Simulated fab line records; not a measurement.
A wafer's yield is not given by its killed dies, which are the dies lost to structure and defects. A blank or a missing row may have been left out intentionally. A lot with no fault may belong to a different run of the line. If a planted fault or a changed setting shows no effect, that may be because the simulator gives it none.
Which tool did it? + flow sky130 + 24 lots with 72 wafers sampled at 6 steps, on a route of 708 steps

== WHAT THE GAUGES SHOWED, per wafer ==
SKY_SD_N_RS_MEAS_16: a four-point-probe measurement.
| lot  | measured     | on            | SD_N_RS (ohm/sq)  |
|------|--------------|---------------|-------------------|
| L074 | day 28 04:03 | film_metro-01 | 68.78 68.79 68.74 |
| L075 | day 28 07:31 | film_metro-02 | 68.54 68.38 68.52 |
| L076 | day 28 11:41 | film_metro-02 | 68.42 68.53 68.46 |
| L078 | day 28 14:08 | film_metro-01 | 68.71 68.74 68.69 |
| L077 | day 29 02:31 | film_metro-01 | 68.74 68.73 68.86 |
| L079 | day 29 06:27 | film_metro-03 | 68.37 68.50 68.42 |
| L080 | day 29 16:14 | film_metro-01 | 68.77 68.72 68.70 |
| L081 | day 30 12:38 | film_metro-01 | 68.58 68.94 68.70 |
| L082 | day 30 14:07 | film_metro-01 | 68.69 68.67 68.78 |
| L083 | day 30 17:08 | film_metro-03 | 68.51 68.26 68.42 |
| L084 | day 31 01:52 | film_metro-03 | 68.48 68.46 68.45 |
| L085 | day 31 08:59 | film_metro-01 | 68.63 68.57 68.75 |
| L086 | day 31 15:51 | film_metro-01 | 68.63 68.83 68.84 |
| L087 | day 32 01:10 | film_metro-02 | 68.29 68.57 68.32 |
| L088 | day 32 14:28 | film_metro-03 | 68.46 68.52 68.49 |
| L089 | day 32 20:11 | film_metro-03 | 68.40 68.54 68.46 |
| L090 | day 33 04:19 | film_metro-03 | 68.55 68.56 68.70 |
| L091 | day 33 15:14 | film_metro-02 | 68.52 68.59 68.52 |
| L092 | day 33 16:47 | film_metro-01 | 68.59 68.70 68.56 |
| L093 | day 34 02:01 | film_metro-01 | 68.74 68.69 68.54 |
| L094 | day 34 04:34 | film_metro-02 | 68.49 68.47 68.59 |
| L095 | day 34 16:04 | film_metro-01 | 68.76 68.58 68.54 |
| L096 | day 34 22:58 | film_metro-03 | 68.37 68.54 68.48 |
| L097 | day 35 15:59 | film_metro-01 | 68.68 68.81 68.54 |

SKY_CONTACT_THK_MEAS_26: measures by xrf.
| lot  | measured     | on            | CONTACT_W_THK (nm) |
|------|--------------|---------------|--------------------|
| L074 | day 31 20:06 | film_metro-04 | 342 348 347        |
| L075 | day 32 00:26 | film_metro-03 | 337 335 333        |
| L076 | day 32 03:17 | film_metro-01 | 343 339 335        |
| L078 | day 32 05:47 | film_metro-03 | 337 337 335        |
| L077 | day 32 18:16 | film_metro-03 | 339 340 343        |
| L079 | day 32 22:02 | film_metro-01 | 342 338 336        |
| L080 | day 33 06:48 | film_metro-04 | 337 334 340        |
| L081 | day 34 03:16 | film_metro-04 | 342 338 345        |
| L082 | day 34 03:38 | film_metro-03 | 339 342 344        |
| L083 | day 34 07:45 | film_metro-03 | 337 336 342        |
| L084 | day 34 14:14 | film_metro-04 | 339 340 341        |
| L085 | day 34 21:35 | film_metro-01 | 345 346 344        |
| L086 | day 35 03:53 | film_metro-04 | 348 346 347        |
| L087 | day 35 14:38 | film_metro-03 | 334 334 340        |
| L088 | day 36 01:28 | film_metro-04 | 342 346 342        |
| L089 | day 36 06:18 | film_metro-04 | 345 342 351        |
| L090 | day 36 15:58 | film_metro-04 | 346 352 343        |
| L091 | day 37 02:10 | film_metro-04 | 352 347 353        |
| L092 | day 37 03:09 | film_metro-04 | 343 352 347        |
| L093 | day 37 12:06 | film_metro-03 | 331 332 344        |
| L094 | day 37 15:34 | film_metro-01 | 340 345 341        |
| L095 | day 38 02:33 | film_metro-04 | 351 350 342        |
| L096 | day 38 09:42 | film_metro-03 | 339 341 340        |
| L097 | day 39 00:49 | film_metro-01 | 351 345 347        |

SKY_CAP2M_THK_MEAS_01.
| lot  | measured     | on            | CAP2M_CVD_00_THK (nm) |
|------|--------------|---------------|-----------------------|
| L074 | day 39 19:59 | film_metro-03 | 15.28 15.57 15.62     |
| L075 | day 39 21:09 | film_metro-02 | 14.95 15.09 15.22     |
| L076 | day 40 01:52 | film_metro-02 | 14.91 15.13 15.35     |
| L078 | day 40 03:55 | film_metro-03 | 15.30 15.04 15.38     |
| L077 | day 40 14:29 | film_metro-02 | 15.11 15.37 15.25     |
| L079 | day 40 19:01 | film_metro-02 | 15.01 15.18 15.15     |
| L080 | day 41 02:31 | film_metro-04 | 15.36 15.40 15.47     |
| L081 | day 41 22:16 | film_metro-02 | 15.55 15.83 15.59     |
| L082 | day 41 22:52 | film_metro-02 | 15.71 15.47 15.45     |
| L083 | day 41 23:59 | film_metro-02 | 15.19 15.51 15.73     |
| L084 | day 42 08:59 | film_metro-02 | 15.30 15.47 15.57     |
| L085 | day 42 13:31 | film_metro-04 | 14.82 15.07 15.42     |
| L086 | day 42 20:13 | film_metro-04 | 15.30 15.04 15.39     |
| L087 | day 43 06:54 | film_metro-02 | 15.34 15.35 15.09     |
| L088 | day 43 15:38 | film_metro-03 | 15.31 15.44 15.68     |
| L089 | day 43 19:21 | film_metro-03 | 15.42 15.66 15.65     |
| L090 | day 44 15:04 | film_metro-02 | 15.27 15.14 15.38     |
| L091 | day 44 15:49 | film_metro-03 | 15.40 15.37 15.49     |
| L092 | day 44 16:09 | film_metro-03 | 15.18 15.28 15.48     |
| L093 | day 44 21:07 | film_metro-02 | 15.60 15.78 15.77     |
| L094 | day 45 00:00 | film_metro-02 | 15.41 15.94 15.73     |
| L095 | day 45 11:08 | film_metro-02 | 15.07 15.23 15.16     |
| L096 | day 45 16:14 | film_metro-04 | 15.39 15.53 15.27     |
| L097 | day 46 05:59 | film_metro-02 | 15.04 15.35 15.71     |

== WHAT TOOL EACH LOT RAN ON (gives the tool, then ch and the chambers of the sampled wafers, and finally the start) ==
| lot  | SKY_LI_CONTACT_STRIP_16              | SKY_CONTACT_CMP_27            | SKY_METAL2_DESCUM_17              |
|------|--------------------------------------|-------------------------------|-----------------------------------|
| L074 | plasma_asher-02 ch 0,1, day 29 09:43 | cmp-01 ch 0,1, day 31 20:10   | rie_metal-04 ch 0,1, day 35 07:22 |
| L075 | plasma_asher-04 ch 0,1, day 29 12:56 | cmp-02 ch 1,3, day 32 00:32   | rie_metal-04 ch 0,1, day 35 10:53 |
| L076 | plasma_asher-01 ch 0,1, day 29 17:10 | cmp-02 ch 0,1,3, day 32 03:20 | rie_metal-04 ch 0,1, day 35 14:38 |
| L078 | plasma_asher-04 ch 0,1, day 29 18:56 | cmp-02 ch 0,1,3, day 32 05:56 | rie_metal-02 ch 0,1, day 35 16:49 |
| L077 | plasma_asher-02 ch 0,1, day 30 07:49 | cmp-01 ch 0,1,2, day 32 18:19 | rie_metal-04 ch 0,1, day 36 04:49 |
| L079 | plasma_asher-02 ch 0,1, day 30 11:43 | cmp-02 ch 1,2,3, day 32 22:06 | rie_metal-03 ch 0,1, day 36 08:26 |
| L080 | plasma_asher-04 ch 0,1, day 30 20:45 | cmp-01 ch 0,2,3, day 33 07:05 | rie_metal-03 ch 0,1, day 36 16:50 |
| L081 | plasma_asher-02 ch 0,1, day 31 17:17 | cmp-02 ch 2,3, day 34 03:19   | rie_metal-03 ch 0,1, day 37 11:53 |
| L082 | plasma_asher-01 ch 0,1, day 31 18:19 | cmp-01 ch 1,2, day 34 03:40   | rie_metal-04 ch 0,1, day 37 13:11 |
| L083 | plasma_asher-01 ch 0,1, day 31 21:56 | cmp-02 ch 0,2,3, day 34 07:48 | rie_metal-04 ch 0,1, day 37 16:29 |
| L084 | plasma_asher-02 ch 0,1, day 32 05:23 | cmp-01 ch 0,2, day 34 14:17   | rie_metal-03 ch 0,1, day 37 23:38 |
| L085 | plasma_asher-01 ch 0, day 32 13:18   | cmp-02 ch 1,2,3, day 34 21:41 | rie_metal-02 ch 1, day 38 07:14   |
| L086 | plasma_asher-02 ch 0,1, day 32 19:40 | cmp-01 ch 2,3, day 35 03:57   | rie_metal-04 ch 0,1, day 38 12:29 |
| L087 | plasma_asher-02 ch 0,1, day 33 05:38 | cmp-01 ch 0,2,3, day 35 14:50 | rie_metal-03 ch 0,1, day 38 23:14 |
| L088 | plasma_asher-01 ch 0,1, day 33 17:27 | cmp-01 ch 0,1,3, day 36 01:35 | rie_metal-03 ch 0,1, day 39 08:55 |
| L089 | plasma_asher-01 ch 0,1, day 33 23:25 | cmp-01 ch 0,1,3, day 36 06:24 | rie_metal-04 ch 0, day 39 13:47   |
| L090 | plasma_asher-01 ch 0,1, day 34 08:07 | cmp-01 ch 0,1,2, day 36 16:08 | rie_metal-03 ch 0,1, day 39 23:24 |
| L091 | plasma_asher-01 ch 0,1, day 34 18:27 | cmp-02 ch 0,3, day 37 02:16   | rie_metal-04 ch 0,1, day 40 10:05 |
| L092 | plasma_asher-02 ch 0,1, day 34 19:47 | cmp-01 ch 1,3, day 37 03:15   | rie_metal-02 ch 0,1, day 40 10:29 |
| L093 | plasma_asher-02 ch 0,1, day 35 05:23 | cmp-01 ch 0,2,3, day 37 12:13 | rie_metal-04 ch 0,1, day 40 18:23 |
| L094 | plasma_asher-04 ch 0,1, day 35 08:32 | cmp-01 ch 1,2, day 37 15:38   | rie_metal-02 ch 0,1, day 40 20:59 |
| L095 | plasma_asher-02 ch 0,1, day 35 19:09 | cmp-02 ch 0,3, day 38 02:37   | rie_metal-04 ch 0,1, day 41 06:56 |
| L096 | plasma_asher-02 ch 0,1, day 36 02:03 | cmp-01 ch 0,1,3, day 38 09:45 | rie_metal-04 ch 0,1, day 41 13:40 |
| L097 | plasma_asher-04 ch 0,1, day 36 18:28 | cmp-01 ch 0,2, day 39 00:52   | rie_metal-02 ch 0,1, day 42 04:59 |
- SKY_LI_CONTACT_STRIP_16: strips in O2/N2.
- SKY_CONTACT_CMP_27: polishes, stops on SiO2, t overpolish 15 s, target thk 0 nm.
- SKY_METAL2_DESCUM_17: chemistry O2, time 8 s.

== WHAT THE TOOLS THEMSELVES READ (means of the sampled wafers that have a number; where no wafer has one, the mark that the record gives instead) ==
SKY_LI_CONTACT_STRIP_16.
| lot  | tool            | drypump_motor_current_A (A) | oes_product_au (a.u.) | strip_time_to_endpoint_s (s) |
|------|-----------------|-----------------------------|-----------------------|------------------------------|
| L074 | plasma_asher-02 | 5.69                        | 0.375                 | 3.51                         |
| L075 | plasma_asher-04 | 5.65                        | 0.371                 | 3.48                         |
| L076 | plasma_asher-01 | 5.81                        | 0.374                 | 3.49                         |
| L078 | plasma_asher-04 | 5.64                        | 0.377                 | 3.52                         |
| L077 | plasma_asher-02 | 5.68                        | 0.382                 | 3.53                         |
| L079 | plasma_asher-02 | 5.90                        | 0.375                 | 3.49                         |
| L080 | plasma_asher-04 | 5.65                        | 0.377                 | 3.52                         |
| L081 | plasma_asher-02 | 5.68                        | 0.372                 | 3.51                         |
| L082 | plasma_asher-01 | 5.83                        | 0.380                 | 3.50                         |
| L083 | plasma_asher-01 | 5.82                        | 0.376                 | 3.51                         |
| L084 | plasma_asher-02 | 5.68                        | 0.370                 | 3.46                         |
| L085 | plasma_asher-01 | 6.00                        | 0.377                 | 3.54                         |
| L086 | plasma_asher-02 | 5.90                        | 0.377                 | 3.52                         |
| L087 | plasma_asher-02 | 5.71                        | 0.377                 | 3.53                         |
| L088 | plasma_asher-01 | 5.92                        | 0.374                 | 3.52                         |
| L089 | plasma_asher-01 | 5.82                        | 0.375                 | 3.54                         |
| L090 | plasma_asher-01 | 5.84                        | 0.378                 | 3.49                         |
| L091 | plasma_asher-01 | 5.90                        | 0.377                 | 3.44                         |
| L092 | plasma_asher-02 | 5.90                        | 0.377                 | 3.49                         |
| L093 | plasma_asher-02 | 5.67                        | 0.377                 | 3.52                         |
| L094 | plasma_asher-04 | 5.65                        | 0.375                 | 3.51                         |
| L095 | plasma_asher-02 | 5.89                        | 0.379                 | 3.50                         |
| L096 | plasma_asher-02 | 5.70                        | 0.378                 | 3.51                         |
| L097 | plasma_asher-04 | 5.68                        | 0.380                 | 3.47                         |

SKY_CONTACT_CMP_27.
| lot  | tool   | motor_current_A (A) | overpolish_run_s (s) | platen_rpm (rpm) | time_to_endpoint_s (s) |
|------|--------|---------------------|----------------------|------------------|------------------------|
| L074 | cmp-01 | 10.2                | 15.000               | 60.00            | 84                     |
| L075 | cmp-02 | 12.2                | 15.000               | 60.02            | 84                     |
| L076 | cmp-02 | 12.3                | 15.002               | 60.01            | 83                     |
| L078 | cmp-02 | 12.4                | 15.005               | 59.99            | 82                     |
| L077 | cmp-01 | 11.7                | 15.001               | 60.01            | 81                     |
| L079 | cmp-02 | 12.2                | 14.995               | 60.01            | 82                     |
| L080 | cmp-01 | 11.2                | 14.999               | 60.02            | 80                     |
| L081 | cmp-02 | 13.0                | 14.988               | 60.06            | 85                     |
| L082 | cmp-01 | 12.0                | 15.009               | 60.00            | 81                     |
| L083 | cmp-02 | 11.9                | 14.995               | 60.02            | 88                     |
| L084 | cmp-01 | 11.1                | 15.008               | 59.96            | 82                     |
| L085 | cmp-02 | 12.1                | 14.987               | 59.97            | 84                     |
| L086 | cmp-01 | 11.3                | 14.999               | 60.00            | 88                     |
| L087 | cmp-01 | 11.1                | 15.007               | 60.01            | 89                     |
| L088 | cmp-01 | 11.0                | 14.997               | 60.04            | 84                     |
| L089 | cmp-01 | 10.8                | 15.004               | 60.01            | 86                     |
| L090 | cmp-01 | 11.8                | 15.005               | 60.01            | 87                     |
| L091 | cmp-02 | 12.6                | 15.006               | 59.97            | 86                     |
| L092 | cmp-01 | 11.5                | 15.003               | 60.00            | 88                     |
| L093 | cmp-01 | 11.5                | 14.993               | 60.02            | 86                     |
| L094 | cmp-01 | 12.1                | 14.990               | 60.00            | 84                     |
| L095 | cmp-02 | 12.3                | 14.997               | 60.00            | 86                     |
| L096 | cmp-01 | 11.1                | 15.001               | 59.99            | 83                     |
| L097 | cmp-01 | 10.8                | 15.003               | 60.00            | 83                     |

SKY_METAL2_DESCUM_17.
| lot  | tool         | drypump_motor_current_A (A) | oes_product_au (a.u.) |
|------|--------------|-----------------------------|-----------------------|
| L074 | rie_metal-04 | 6.5                         | 0.996                 |
| L075 | rie_metal-04 | 6.4                         | 1.001                 |
| L076 | rie_metal-04 | 6.2                         | 1.010                 |
| L078 | rie_metal-02 | 5.9                         | 0.995                 |
| L077 | rie_metal-04 | 6.4                         | 0.989                 |
| L079 | rie_metal-03 | 5.7                         | 1.010                 |
| L080 | rie_metal-03 | 5.7                         | 0.997                 |
| L081 | rie_metal-03 | 5.7                         | 1.009                 |
| L082 | rie_metal-04 | 6.5                         | 0.994                 |
| L083 | rie_metal-04 | 6.2                         | 1.002                 |
| L084 | rie_metal-03 | 5.8                         | 1.003                 |
| L085 | rie_metal-02 | 6.0                         | 0.979                 |
| L086 | rie_metal-04 | 6.4                         | 0.993                 |
| L087 | rie_metal-03 | 5.8                         | 1.010                 |
| L088 | rie_metal-03 | 5.7                         | 1.005                 |
| L089 | rie_metal-04 | 5.9                         | 1.014                 |
| L090 | rie_metal-03 | 5.7                         | 1.003                 |
| L091 | rie_metal-04 | 6.2                         | 1.001                 |
| L092 | rie_metal-02 | 5.9                         | 0.997                 |
| L093 | rie_metal-04 | 6.2                         | 1.011                 |
| L094 | rie_metal-02 | 5.8                         | 0.995                 |
| L095 | rie_metal-04 | 6.2                         | 1.009                 |
| L096 | rie_metal-04 | 6.2                         | 1.002                 |
| L097 | rie_metal-02 | 5.9                         | 0.996                 |

== THE ANSWER, worked out from the rows above alone ==
Rule: the usual values come from the lots themselves. The widest of any qualifying gaps counts: lots, ordered by their means at a reading, are off when they make up no more than a third of the lots, leave a main group of 4 or more, and stand apart from it by 3 or more times the standard deviation of that group's means. If all means in a main group match to the digits the tables above print for the reading, that group is not used. Also off: a lot with no number at a reading for which 4 or more lots have one. Where the step has rows for the other lots, those lots are counted as sound. The gauges are gone through in route order, then the tools' own readings, and for those a lot's mean is taken as printed above. The first step at which some lot is off is used, and at that step the reading that is off furthest; a lot without a number counts as furthest.
Across all readings shown, no lot is off: no conclusion can be drawn from this.

== WHAT THE SIMULATOR HAD INSERTED ==
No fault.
